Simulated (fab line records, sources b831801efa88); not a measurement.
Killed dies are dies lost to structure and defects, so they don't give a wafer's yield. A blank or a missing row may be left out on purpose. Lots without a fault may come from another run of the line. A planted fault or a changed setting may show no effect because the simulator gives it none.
Which tool did it? | flow gf180mcu | 13 lots, 39 wafers sampled, at 3 steps of a route of 602

WHAT THE GAUGES READ, wafer by wafer
GF_VT_IMPLANT_OVL_MEAS_29.
lot  | measured     | on         | VT_IMPLANT_02_OVL (nm)
L284 | day 6 23:29  | overlay-01 | -1.8 -1.3 -2.3
L287 | day 7 15:44  | overlay-01 | 2.7 1.3 -3.8
L288 | day 8 01:40  | overlay-02 | -1.1 -2.5 -0.3
L290 | day 8 13:07  | overlay-01 | 0.6 0.7 1.4
L292 | day 8 23:37  | overlay-02 | 0.0 -4.6 -1.8
L293 | day 9 12:26  | overlay-02 | -1.2 0.2 -1.5
L294 | day 9 19:46  | overlay-01 | 1.0 1.2 -1.1
L295 | day 10 00:30 | overlay-02 | -3.1 -3.0 -0.6
L296 | day 10 15:05 | overlay-01 | 0.4 0.6 -1.8
L297 | day 11 01:44 | overlay-01 | -0.6 -2.2 -2.5
L298 | day 11 01:53 | overlay-02 | -1.4 -1.6 -0.2
L299 | day 11 02:20 | overlay-02 | 1.2 -0.2 0.2
L307 | day 13 09:31 | overlay-02 | 0.9 -0.1 0.7

GF_VT_IMPLANT_TW_MEAS_32.
lot  | measured     | on            | VT_IMPLANT_3_TW
L284 | day 6 23:46  | film_metro-03 | 266.6 266.4 264.9
L287 | day 7 16:01  | film_metro-03 | 265.1 266.5 265.1
L288 | day 8 01:58  | film_metro-03 | 267.2 266.5 265.6
L290 | day 8 13:25  | film_metro-01 | 268.9 269.6 268.8
L292 | day 8 23:54  | film_metro-03 | 263.9 266.4 266.7
L293 | day 9 12:44  | film_metro-03 | 263.9 264.4 263.3
L294 | day 9 20:04  | film_metro-03 | 264.2 265.0 263.7
L295 | day 10 00:47 | film_metro-04 | 270.3 270.9 270.6
L296 | day 10 15:22 | film_metro-01 | 268.1 267.1 269.3
L297 | day 11 02:01 | film_metro-03 | 266.4 266.9 267.6
L298 | day 11 02:11 | film_metro-04 | 272.9 273.0 272.6
L299 | day 11 02:37 | film_metro-03 | 265.8 266.5 265.6
L307 | day 13 09:48 | film_metro-03 | 264.2 264.7 264.6

GF_POLY_GATE_THK_MEAS_01.
lot  | measured     | on            | POLY_GATE_CVD_00_THK (nm)
L284 | day 8 14:46  | film_metro-03 | 203.3 204.1 201.8
L287 | day 9 07:24  | film_metro-04 | 196.0 198.1 197.4
L288 | day 9 17:44  | film_metro-03 | 198.6 198.1 196.4
L290 | day 10 05:11 | film_metro-02 | 200.3 201.0 200.4
L292 | day 10 16:08 | film_metro-03 | 200.1 200.4 200.9
L293 | day 11 08:40 | film_metro-03 | 200.6 201.3 200.6
L294 | day 11 16:28 | film_metro-04 | 197.3 199.5 199.0
L295 | day 11 20:22 | film_metro-04 | 201.3 201.8 200.9
L296 | day 12 10:57 | film_metro-04 | 200.2 203.2 204.5
L297 | day 12 22:16 | film_metro-02 | 201.2 202.6 201.7
L298 | day 13 00:59 | film_metro-04 | 197.6 196.3 195.3
L299 | day 13 00:57 | film_metro-03 | 200.7 199.6 199.3
L307 | day 15 09:44 | film_metro-03 | 200.6 199.8 198.9

WHICH TOOL RAN EACH LOT (tool, then ch and the chambers of the sampled wafers, then the start)
The record holds no process step before these readings.

WHAT THE TOOLS THEMSELVES READ (means of the sampled wafers that have a number; where no wafer has one, the mark that the record gives instead)
The record holds no such reading with a usual standard deviation.

THE ANSWER, worked out from the rows above alone
Rule: what is usual is taken from the lots themselves. Put in order of their means at a reading, lots are off if they are a third of the lots or fewer, leave a main group of 4 or more, and stand apart from it by a gap of 3 or more times the standard deviation of the main group's means; of several such gaps the widest counts. A main group whose means are all the same, to the digits that the tables above print for the reading, isn't used. A lot without any number at a reading at which 4 lots or more have one is off too. The other lots that the step has rows for count as sound. The gauges are gone through in route order, then the tools' own readings, and for those a lot's mean is taken as printed above. The first step at which some lot is off is used, and at that step the reading that is off furthest; a lot without a number counts as furthest.
No lot is off at any reading shown: from this, nothing can be told.

WHAT THE SIMULATOR HAD PUT IN
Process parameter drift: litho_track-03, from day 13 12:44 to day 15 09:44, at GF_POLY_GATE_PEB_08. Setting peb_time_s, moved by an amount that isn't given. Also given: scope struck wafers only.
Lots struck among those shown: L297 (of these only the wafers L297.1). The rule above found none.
